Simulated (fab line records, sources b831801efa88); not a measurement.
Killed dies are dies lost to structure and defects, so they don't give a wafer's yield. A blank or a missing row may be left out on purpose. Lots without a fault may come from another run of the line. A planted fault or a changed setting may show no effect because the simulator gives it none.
Which tool did it? | flow sky130 | 6 lots, 17 wafers sampled, at 1 step of a route of 708

WHAT THE GAUGES READ, wafer by wafer
SKY_SONOS_ONO_OVL_MEAS_14.
lot  | measured     | on         | SONOS_ONO_OVL (nm)
L842 | day 12 19:37 | overlay-02 | -1.7 -2.0 -1.1
L844 | day 13 19:14 | overlay-01 | 0.2 0.9 0.2
L849 | day 15 10:36 | overlay-02 | 1.8 2.0 1.2
L857 | day 19 16:06 | overlay-02 | -0.7 0.2
L861 | day 20 12:57 | overlay-02 | -0.8 -0.5 0.2
L862 | day 21 11:58 | overlay-02 | 1.1 0.9 1.1

WHICH TOOL RAN EACH LOT (tool, then ch and the chambers of the sampled wafers, then the start)
The record holds no process step before these readings.

THE ANSWER, worked out from the rows above alone
Rule: what is usual is taken from the lots themselves. Put in order of their means at a reading, lots are off if they are a third of the lots or fewer, leave a main group of 4 or more, and stand apart from it by a gap of 3 or more times the standard deviation of the main group's means; of several such gaps the widest counts. A main group whose means are all the same, to the digits that the tables above print for the reading, isn't used. A lot without any number at a reading at which 4 lots or more have one is off too. The other lots that the step has rows for count as sound.
No lot is off at any reading shown: from this, nothing can be told.

WHAT THE SIMULATOR HAD PUT IN
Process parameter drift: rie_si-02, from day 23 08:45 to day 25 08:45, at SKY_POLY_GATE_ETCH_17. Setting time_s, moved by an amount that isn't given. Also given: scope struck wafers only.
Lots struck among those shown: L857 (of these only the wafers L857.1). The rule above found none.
